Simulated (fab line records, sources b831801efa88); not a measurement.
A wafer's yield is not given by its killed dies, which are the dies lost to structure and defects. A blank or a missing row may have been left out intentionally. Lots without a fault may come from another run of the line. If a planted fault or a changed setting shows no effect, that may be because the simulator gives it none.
Which tool was responsible? -- flow sky130 -- 13 lots, 39 wafers sampled, at 5 steps of a route of 708

## WHAT THE GAUGES READ, wafer by wafer
SKY_VT_ADJUST_LVTN_OVL_MEAS_07.
lot,measured,on,VT_ADJUST_LVTN_OVL (nm)
L515,day 7 00:54,overlay-01,-0.8 1.6 0.5
L518,day 8 23:26,overlay-01,2.9 0.4 3.1
L520,day 9 04:22,overlay-02,3.0 1.9 3.0
L521,day 9 11:42,overlay-02,0.2 -0.9 0.9
L523,day 9 16:29,overlay-01,-0.6 -0.2 2.9
L524,day 9 18:29,overlay-02,1.8 -0.4 0.7
L526,day 10 07:39,overlay-01,1.0 0.9 3.3
L531,day 11 10:51,overlay-01,0.1 2.3 1.7
L532,day 11 18:55,overlay-01,2.1 0.4 3.5
L533,day 11 21:21,overlay-02,1.7 5.2 1.3
L534,day 12 12:34,overlay-01,1.6 2.7 -0.4
L536,day 12 22:06,overlay-02,1.5 2.0 1.7
L537,day 13 03:25,overlay-02,0.9 -0.6 -0.7

SKY_VT_ADJUST_LVTN_TW_MEAS_21.
lot,measured,on,VT_ADJUST_LVTN_2_TW
L515,day 7 19:28,film-metro-01,188.4 188.6 188.1
L518,day 9 22:17,film-metro-03,187.4 187.8 188.0
L520,day 10 03:20,film-metro-01,188.6 187.2 187.5
L521,day 10 10:18,film-metro-01,187.1 189.3 188.0
L523,day 10 15:58,film-metro-01,186.9 186.8 186.9
L524,day 10 17:08,film-metro-02,188.0 187.9 188.4
L526,day 11 06:20,film-metro-01,190.8 188.4 190.0
L531,day 12 11:16,film-metro-03,209.9 209.7 210.3
L532,day 12 19:27,film-metro-03,210.3 210.3 210.6
L533,day 12 21:55,film-metro-03,186.2 187.5 186.8
L534,day 13 14:01,film-metro-03,188.1 186.9 187.9
L536,day 14 00:24,film-metro-03,187.3 186.0 187.3
L537,day 14 05:56,film-metro-03,186.5 187.6 186.7

SKY_VT_ADJUST_NCORE_OVL_MEAS_08.
lot,measured,on,VT_ADJUST_NCORE_OVL (nm)
L515,day 8 16:26,overlay-01,0.4 1.4 0.0
L518,day 10 21:13,overlay-02,-0.4 2.2 0.5
L520,day 11 02:28,overlay-02,0.7 0.4 -0.2
L521,day 11 09:08,overlay-02,1.8 0.4 0.2
L523,day 11 14:53,overlay-01,1.6 -0.4 0.4
L524,day 11 16:09,overlay-01,0.1 0.6 -1.0
L526,day 12 05:49,overlay-02,1.8 0.5 0.8
L531,day 13 12:07,overlay-01,0.0 1.2 0.5
L532,day 13 20:39,overlay-02,0.9 0.2 0.8
L533,day 13 23:51,overlay-01,1.5 -0.5 1.5
L534,day 14 15:36,overlay-01,-0.4 -1.1 1.4
L536,day 15 02:46,overlay-02,1.6 0.3 -0.2
L537,day 15 07:55,overlay-02,-1.5 -1.1 -1.4

SKY_VT_ADJUST_HVTR_CD_MEAS_07: the cd target is 380 nm.
lot,measured,on,cd-nm (nm)
L515,day 9 13:17,cd-sem-02,381.3 378.1 378.2
L518,day 11 20:41,cd-sem-02,382.7 382.3 382.1
L520,day 12 02:29,cd-sem-01,380.5 380.5 378.5
L521,day 12 08:43,cd-sem-01,382.5 382.2 384.2
L523,day 12 14:25,cd-sem-01,381.6 376.9 377.0
L524,day 12 15:46,cd-sem-02,382.0 384.4 381.5
L526,day 13 06:23,cd-sem-02,380.9 379.0 381.2
L531,day 14 14:05,cd-sem-02,377.5 377.1 379.2
L532,day 14 23:04,cd-sem-02,373.0 376.4 375.3
L533,day 15 02:14,cd-sem-01,380.1 380.0 376.2
L534,day 15 18:41,cd-sem-02,378.7 378.4 380.8
L536,day 16 06:10,cd-sem-01,382.0 383.2 382.8
L537,day 16 10:58,cd-sem-02,381.2 380.0 381.1

## WHAT TOOL EACH LOT RAN ON (gives the tool, then ch and the chambers of the sampled wafers, and finally the start)
lot,SKY_VT_ADJUST_LVTN_IMPLANT_19
L515,"implanter-02 ch 0, day 7 19:14"
L518,"implanter-01 ch 0, day 9 22:04"
L520,"implanter-04 ch 0, day 10 03:05"
L521,"implanter-02 ch 0, day 10 10:03"
L523,"implanter-01 ch 0, day 10 15:45"
L524,"implanter-02 ch 0, day 10 16:55"
L526,"implanter-01 ch 0, day 11 06:05"
L531,"implanter-02 ch 0, day 12 11:01"
L532,"implanter-02 ch 0, day 12 19:12"
L533,"implanter-01 ch 0, day 12 21:40"
L534,"implanter-01 ch 0, day 13 13:46"
L536,"implanter-01 ch 0, day 14 00:09"
L537,"implanter-04 ch 0, day 14 05:41"
- SKY_VT_ADJUST_LVTN_IMPLANT_19

## WHAT THE TOOLS THEMSELVES READ (means of the sampled wafers that have a number; where no wafer has one, the mark that the record gives instead)
SKY_VT_ADJUST_LVTN_IMPLANT_19.
lot,tool,dose-ions-cm2,faraday-current-uA
L515,implanter-02,6.5e+11,3.67
L518,implanter-01,6.5e+11,3.75
L520,implanter-04,6.5e+11,3.66
L521,implanter-02,6.5e+11,3.60
L523,implanter-01,6.5e+11,3.61
L524,implanter-02,6.5e+11,3.68
L526,implanter-01,6.5e+11,3.65
L531,implanter-02,1.0e+12,5.64
L532,implanter-02,1.0e+12,5.70
L533,implanter-01,6.5e+11,3.64
L534,implanter-01,6.5e+11,3.71
L536,implanter-01,6.5e+11,3.72
L537,implanter-04,6.5e+11,3.66

## THE ANSWER, worked out from the rows above alone
Rule: usual is defined by the lots themselves. The widest of any qualifying gaps counts: lots, ordered by their means at a reading, are off when they make up no more than a third of the lots, leave a main group of 4 or more, and stand apart from it by 3 or more times the standard deviation of that group's means. The tables above print the reading to a certain number of digits; a main group whose means all agree to those digits is not used. A lot without any number at a reading at which 4 lots or more have one is off too. The other lots that the step has rows for count as sound. Order of review: gauges by route order, followed by the tools' own readings, for which a lot's mean as printed above is used. At the first step where some lot is off, the reading lying furthest off is the one used; lots without a number count as furthest.
Off: L531, L532, seen at SKY_VT_ADJUST_LVTN_TW_MEAS_21 (VT_ADJUST_LVTN_2_TW). The main group has a mean of 187.7 with a standard deviation of 0.83.
A tool fits if, at a process step before that reading, it ran every lot that is off, and no sound lot after the first of them. The gauges at SKY_VT_ADJUST_LVTN_TW_MEAS_21 aren't tried: what is off there is off at SKY_VT_ADJUST_LVTN_IMPLANT_19 too, on other tools, and a gauge's error can't cause that. One fits: SKY_VT_ADJUST_LVTN_IMPLANT_19 on implanter-02. Its last sound lot is L524 (day 10 16:55), its first lot that is off L531 (day 12 11:01): a fault that began between those two fits.
The tool's own readings at SKY_VT_ADJUST_LVTN_IMPLANT_19 bear it out: on the lots that are off they differ by more than 5 times the standard deviation of the sound lots' means. dose-ions-cm2 reads 1.0e+12 there against 6.5e+11 on the sound lots; faraday-current-uA reads 5.67 there against 3.67 on the sound lots.

## WHAT THE SIMULATOR PUT IN
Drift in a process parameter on implanter-02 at SKY_VT_ADJUST_LVTN_IMPLANT_19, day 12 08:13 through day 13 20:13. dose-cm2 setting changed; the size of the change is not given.
Shown lots that were struck: L531, L532. This agrees with what the rule above found.
